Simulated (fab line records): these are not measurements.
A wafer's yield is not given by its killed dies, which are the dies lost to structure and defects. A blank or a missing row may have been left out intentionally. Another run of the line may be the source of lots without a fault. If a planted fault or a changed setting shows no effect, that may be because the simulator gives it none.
The tool behind it: which one?	flow gf180mcu	24 lots, 72 wafers sampled, at 3 steps of a route of 602

== WHAT THE GAUGES SHOWED, per wafer ==
GF_DUAL_GATE_THK_MEAS_03.
lot	measured	on	DUAL_GATE_OXIDATION_00_THK (nm)
L074	day 7 19:14	film-metro-02	10.57 10.58 10.32
L075	day 8 04:48	film-metro-02	10.73 10.80 10.65
L076	day 8 12:36	film-metro-02	11.16 11.12 10.96
L077	day 8 15:49	film-metro-03	10.96 10.94 10.88
L078	day 8 20:01	film-metro-02	10.74 10.90 10.72
L079	day 8 20:37	film-metro-03	10.68 10.71 10.89
L080	day 9 10:13	film-metro-02	11.34 11.32 11.31
L081	day 9 21:10	film-metro-02	10.93 11.18 11.12
L082	day 10 00:06	film-metro-01	10.82 10.75 10.92
L083	day 10 04:04	film-metro-01	10.76 10.76 10.87
L084	day 10 11:29	film-metro-02	10.75 10.84 10.97
L085	day 10 17:54	film-metro-02	10.89 11.20 11.02
L086	day 11 02:23	film-metro-02	10.86 10.93 11.19
L087	day 11 08:22	film-metro-01	10.77 10.98 10.94
L088	day 11 14:32	film-metro-02	11.21 11.20 10.84
L089	day 11 19:20	film-metro-01	10.81 11.06 10.99
L090	day 12 01:34	film-metro-02	11.05 10.80 10.95
L091	day 12 09:34	film-metro-01	10.99 10.90 10.87
L092	day 12 19:24	film-metro-01	10.97 10.85 11.23
L093	day 12 23:55	film-metro-03	11.00 11.00 11.13
L094	day 13 05:13	film-metro-01	11.36 11.23 11.39
L095	day 13 14:16	film-metro-03	11.17 11.13 11.14
L096	day 13 19:34	film-metro-01	11.39 11.21 11.23
L097	day 14 05:22	film-metro-03	10.97 11.08 10.92

GF_HV_LDD_CD_MEAS_46 targets a cd of 400 nm.
lot	measured	on	cd-nm (nm)
L074	day 12 13:31	cd-sem-01	396 399 395
L075	day 12 21:57	cd-sem-01	400 403 400
L076	day 13 10:36	cd-sem-01	398 402 401
L077	day 13 13:05	cd-sem-01	397 397 396
L078	day 13 20:46	cd-sem-02	400 401 398
L079	day 13 21:07	cd-sem-01	395 396 395
L080	day 14 10:37	cd-sem-02	397 398 396
L081	day 14 23:37	cd-sem-02	396 398 395
L082	day 15 01:48	cd-sem-02	407 403 402
L083	day 15 05:36	cd-sem-02	398 395 399
L084	day 15 16:12	cd-sem-02	394 394 394
L085	day 15 21:57	cd-sem-02	401 403 401
L086	day 16 10:39	cd-sem-01	402 400 400
L087	day 16 15:40	cd-sem-02	397 398 397
L088	day 17 00:01	cd-sem-01	398 400 397
L089	day 17 08:06	cd-sem-01	398 400 401
L090	day 17 13:05	cd-sem-02	396 397 398
L091	day 18 00:30	cd-sem-02	397 399 397
L092	day 18 14:24	cd-sem-02	402 401 402
L093	day 18 17:36	cd-sem-02	402 401 401
L094	day 18 23:27	cd-sem-02	395 397 396
L095	day 19 10:30	cd-sem-02	402 404 403
L096	day 19 20:49	cd-sem-01	395 394 393
L097	day 20 04:02	cd-sem-02	397 396 396

GF_NSD_OVL_MEAS_08.
lot	measured	on	NSD_OVL (nm)
L074	day 13 12:49	overlay-02	1.8 -0.8 -0.3
L075	day 13 21:31	overlay-02	0.1 0.2 -0.6
L076	day 14 10:05	overlay-02	-2.1 -1.4 -1.0
L077	day 14 12:31	overlay-02	0.2 -0.6 -2.5
L078	day 14 21:14	overlay-01	-1.6 -1.1 -0.8
L079	day 14 22:32	overlay-01	-1.1 -2.1 -2.7
L080	day 15 10:57	overlay-01	-4.2 -4.8 -3.0
L081	day 16 00:49	overlay-01	-1.7 -0.6 -0.3
L082	day 16 03:43	overlay-02	-3.0 -0.4 -1.5
L083	day 16 07:46	overlay-02	-2.7 0.7 -2.3
L084	day 16 18:02	overlay-01	-2.9 -1.9 -2.3
L085	day 16 23:02	overlay-01	-1.6 -1.8 -1.6
L086	day 17 14:04	overlay-01	-2.3 0.5 -3.6
L087	day 17 17:46	overlay-02	-1.3 -2.0 -3.8
L088	day 18 03:05	overlay-01	-2.2 -2.4 -2.6
L089	day 18 12:04	overlay-02	-0.3 -0.7 -1.3
L090	day 18 16:11	overlay-01	-0.8 1.5 -1.2
L091	day 19 04:07	overlay-02	-2.8 -0.7 -3.3
L092	day 19 18:13	overlay-02	0.0 -0.4 0.2
L093	day 19 20:58	overlay-02	-1.3 0.2 -1.7
L094	day 20 03:13	overlay-02	-3.2 -1.8 -2.2
L095	day 20 14:17	overlay-02	-1.9 -3.0 -4.0
L096	day 21 00:25	overlay-01	-3.4 -1.8 -2.2
L097	day 21 06:56	overlay-02	1.3 0.9 -1.9

== WHAT TOOL EACH LOT RAN ON (gives the tool, then ch and the chambers of the sampled wafers, and finally the start) ==
No process step before these readings appears in the record.

== WHAT THE TOOLS THEMSELVES READ (means of the sampled wafers that have a number; where no wafer has one, the mark that the record gives instead) ==
The record holds no such reading with a usual standard deviation.

== THE ANSWER, worked out from the rows above alone ==
Rule: usual is defined by the lots themselves. The widest of any qualifying gaps counts: lots, ordered by their means at a reading, are off when they make up no more than a third of the lots, leave a main group of 4 or more, and stand apart from it by 3 or more times the standard deviation of that group's means. The tables above print the reading to a certain number of digits; a main group whose means all agree to those digits is not used. Also off: a lot with no number at a reading for which 4 or more lots have one. The other lots that the step has rows for count as sound. First the gauges in route order, then the tools' own readings, where a lot's mean is used as printed above. At the first step where some lot is off, the reading lying furthest off is the one used; lots without a number count as furthest.
None of the lots is off at any reading shown; this tells nothing.

== WHAT HAD BEEN PUT IN BY THE SIMULATOR ==
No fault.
